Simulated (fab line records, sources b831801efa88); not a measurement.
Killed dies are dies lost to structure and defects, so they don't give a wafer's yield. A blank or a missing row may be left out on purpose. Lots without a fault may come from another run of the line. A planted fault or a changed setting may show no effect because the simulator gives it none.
Which tool did it? | flow sky130 | 12 lots, 36 wafers sampled, at 1 step of a route of 708

WHAT THE GAUGES READ, wafer by wafer
SKY_METAL4_CD_MEAS_13: target cd 300 nm. Usual: cd_nm 300.3 nm, standard deviation 1.1.
lot  | measured     | on        | cd_nm (nm)        | flag
L197 | day 41 08:08 | cd_sem-02 | 301.9 301.6 301.2 |
L198 | day 42 09:29 | cd_sem-02 | 301.9 301.9 302.0 |
L199 | day 42 23:18 | cd_sem-01 | 299.2 299.3 297.4 |
L200 | day 43 05:58 | cd_sem-01 | 301.4 300.3 301.2 |
L202 | day 43 22:56 | cd_sem-01 | 301.0 301.6 300.7 |
L203 | day 44 00:44 | cd_sem-01 | 300.3 301.3 300.9 |
L207 | day 44 18:38 | cd_sem-02 | 298.7 297.6 298.3 |
L209 | day 45 01:31 | cd_sem-01 | 300.4 301.8 300.7 |
L212 | day 45 19:48 | cd_sem-01 | 300.0 298.8 299.4 |
L216 | day 47 04:55 | cd_sem-02 | 299.3 299.3 299.5 |
L219 | day 47 13:32 | cd_sem-01 | 299.6 300.6 301.3 |
L220 | day 47 22:58 | cd_sem-01 | 300.3 300.0 300.6 |

WHICH TOOL RAN EACH LOT (tool, then ch and the chambers of the sampled wafers, then the start)
The record holds no process step before these readings.

WHAT THE TOOLS THEMSELVES READ (means of the sampled wafers that have a number; where no wafer has one, the mark that the record gives instead)
The record holds no such reading with a usual standard deviation.

THE ANSWER, worked out from the rows above alone
Rule: a lot is off if the mean of its wafers that have a number lies more than 3 standard deviations from the usual mean. A lot without any number at a reading at which 4 lots or more have one is off too. The other lots that the step has rows for count as sound. The gauges are gone through in route order, then the tools' own readings, and for those a lot's mean is taken as printed above. The first step at which some lot is off is used, and at that step the reading that is off furthest; a lot without a number counts as furthest.
No lot is off at any reading shown: from this, nothing can be told.

WHAT THE SIMULATOR HAD PUT IN
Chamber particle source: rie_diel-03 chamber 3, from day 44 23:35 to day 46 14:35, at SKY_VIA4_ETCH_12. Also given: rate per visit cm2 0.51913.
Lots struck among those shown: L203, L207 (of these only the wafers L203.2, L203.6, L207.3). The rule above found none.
